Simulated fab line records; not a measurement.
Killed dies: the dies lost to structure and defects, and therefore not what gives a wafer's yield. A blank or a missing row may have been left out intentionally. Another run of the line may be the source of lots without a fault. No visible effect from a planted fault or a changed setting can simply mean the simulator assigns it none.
Which tool did it? -- flow sky130 -- 11 lots, 33 wafers sampled, at 4 steps of a route of 708

== WHAT THE GAUGES SHOWED, per wafer ==
SKY_VIA3_THK_MEAS_01. Usual: for VIA3_HDPCVD_THK the level is 1625 nm and the standard deviation is 23.
lot,measured,on,VIA3_HDPCVD_THK (nm),flag
L420,day 39 08:28,film metro-01,1641 1643 1615,
L421,day 39 17:31,film metro-03,1593 1634 1624,
L423,day 40 04:25,film metro-03,1617 1590 1635,
L425,day 40 11:02,film metro-03,1651 1660 1633,
L427,day 41 00:17,film metro-02,1584 1642 1619,
L430,day 41 22:05,film metro-02,1299 1661 1616,OFF
L431,day 42 01:34,film metro-02,1286 1597 1643,OFF
L432,day 42 04:43,film metro-02,1635 1641 1669,
L441,day 44 23:13,film metro-02,1581 1675 1613,
L442,day 45 00:57,film metro-03,1584 1634 1594,
L443,day 45 04:19,film metro-02,1664 1609 1660,

SKY_VIA3_OVL_MEAS_13. Usual: for VIA3_OVL the level is 4 nm and the standard deviation is 5.6.
lot,measured,on,VIA3_OVL (nm),flag
L420,day 40 09:58,overlay-02,-2 -7 -3,
L421,day 40 18:16,overlay-02,7 6 3,
L423,day 41 04:24,overlay-01,19 5 9,
L425,day 41 11:40,overlay-02,5 10 5,
L427,day 42 00:34,overlay-01,13 11 13,
L430,day 42 21:31,overlay-02,-2 3 2,
L431,day 43 01:34,overlay-02,16 8 8,
L432,day 43 04:13,overlay-01,-4 2 -1,
L441,day 45 21:01,overlay-01,-7 -2 9,
L442,day 45 22:49,overlay-01,4 4 9,
L443,day 46 02:27,overlay-01,4 1 -1,

== TOOL THAT RAN EACH LOT (tool first, then ch and the chambers of the sampled wafers, then the start) ==
lot,SKY_CAPM_STRIP_14,SKY_VIA3_HDPCVD_00
L420,"plasma asher-04 ch 0,1, day 38 06:02","hdpcvd-02 ch 0,2, day 39 08:17"
L421,"plasma asher-04 ch 0,1, day 38 14:56","hdpcvd-02 ch 1,2, day 39 17:20"
L423,"plasma asher-01 ch 0,1, day 39 01:53","hdpcvd-02 ch 1,2, day 40 04:16"
L425,"plasma asher-04 ch 0,1, day 39 08:20","hdpcvd-01 ch 0,1,2, day 40 10:53"
L427,"plasma asher-03 ch 0,1, day 39 22:14","hdpcvd-02 ch 1,2, day 41 00:07"
L430,"plasma asher-03 ch 0,1, day 40 20:24","hdpcvd-02 ch 0,1,2, day 41 21:51"
L431,"plasma asher-01 ch 0,1, day 41 00:01","hdpcvd-02 ch 0,1,2, day 42 01:25"
L432,"plasma asher-04 ch 0,1, day 41 03:05","hdpcvd-01 ch 0,1, day 42 04:32"
L441,"plasma asher-03 ch 0,1, day 43 22:47","hdpcvd-02 ch 0,1,2, day 44 23:02"
L442,"plasma asher-03 ch 0,1, day 44 00:34","hdpcvd-02 ch 0,2, day 45 00:46"
L443,"plasma asher-04 ch 0,1, day 44 04:49","hdpcvd-02 ch 0,2, day 45 04:08"
- SKY_CAPM_STRIP_14: strips in O2/N2.
- SKY_VIA3_HDPCVD_00: deposits SiO2, target thk 1635 nm, time 272.5 s.

== WHAT THE TOOLS THEMSELVES READ (means of the sampled wafers that have a number; where no wafer has one, the mark that the record gives instead) ==
SKY_CAPM_STRIP_14. Usual: drypump motor current A 5.8 A, standard deviation 0.5; oes product au 0.710 a.u., standard deviation 0.0048; strip time to endpoint s 12.67 s, standard deviation 0.055.
lot,tool,drypump motor current A (A),oes product au (a.u.),strip time to endpoint s (s),flag
L420,plasma asher-04,5.8,0.706,12.65,
L421,plasma asher-04,5.8,0.711,12.64,
L423,plasma asher-01,6.1,0.713,12.70,
L425,plasma asher-04,5.9,0.709,12.68,
L427,plasma asher-03,5.8,0.709,12.66,
L430,plasma asher-03,5.4,0.712,12.64,
L431,plasma asher-01,5.9,0.709,12.70,
L432,plasma asher-04,5.9,0.708,12.62,
L441,plasma asher-03,5.4,0.705,12.70,
L442,plasma asher-03,5.8,0.712,12.55,
L443,plasma asher-04,5.9,0.713,12.62,

SKY_VIA3_HDPCVD_00. Usual: sih4 flow sccm reads 59.99 sccm (standard deviation 0.17).
lot,tool,sih4 flow sccm (sccm),flag
L420,hdpcvd-02,59.95,
L421,hdpcvd-02,60.24,
L423,hdpcvd-02,60.06,
L425,hdpcvd-01,60.09,
L427,hdpcvd-02,59.94,
L430,hdpcvd-02,56.02,OFF
L431,hdpcvd-02,55.99,OFF
L432,hdpcvd-01,59.80,
L441,hdpcvd-02,59.98,
L442,hdpcvd-02,59.88,
L443,hdpcvd-02,59.84,

== THE ANSWER, worked out from the rows above alone ==
Rule: a lot is off if the mean of its wafers that have a number lies more than 3 standard deviations from the usual mean. Also off: a lot with no number at a reading for which 4 or more lots have one. Where the step has rows for the other lots, those lots are counted as sound. First the gauges in route order, then the tools' own readings, where a lot's mean is used as printed above. At the first step where some lot is off, the reading lying furthest off is the one used; lots without a number count as furthest.
Off: L430, L431, at SKY_VIA3_THK_MEAS_01 (VIA3_HDPCVD_THK).
If a tool, at a process step before that reading, ran all the lots that are off and no sound lot after the first of them, it fits. Not tried: the gauges at SKY_VIA3_THK_MEAS_01; whatever is off there is also off at SKY_VIA3_HDPCVD_00, on other tools, and gauge error can't account for it. Not one of the candidates tried fits.

== WHAT WAS PUT IN BY THE SIMULATOR ==
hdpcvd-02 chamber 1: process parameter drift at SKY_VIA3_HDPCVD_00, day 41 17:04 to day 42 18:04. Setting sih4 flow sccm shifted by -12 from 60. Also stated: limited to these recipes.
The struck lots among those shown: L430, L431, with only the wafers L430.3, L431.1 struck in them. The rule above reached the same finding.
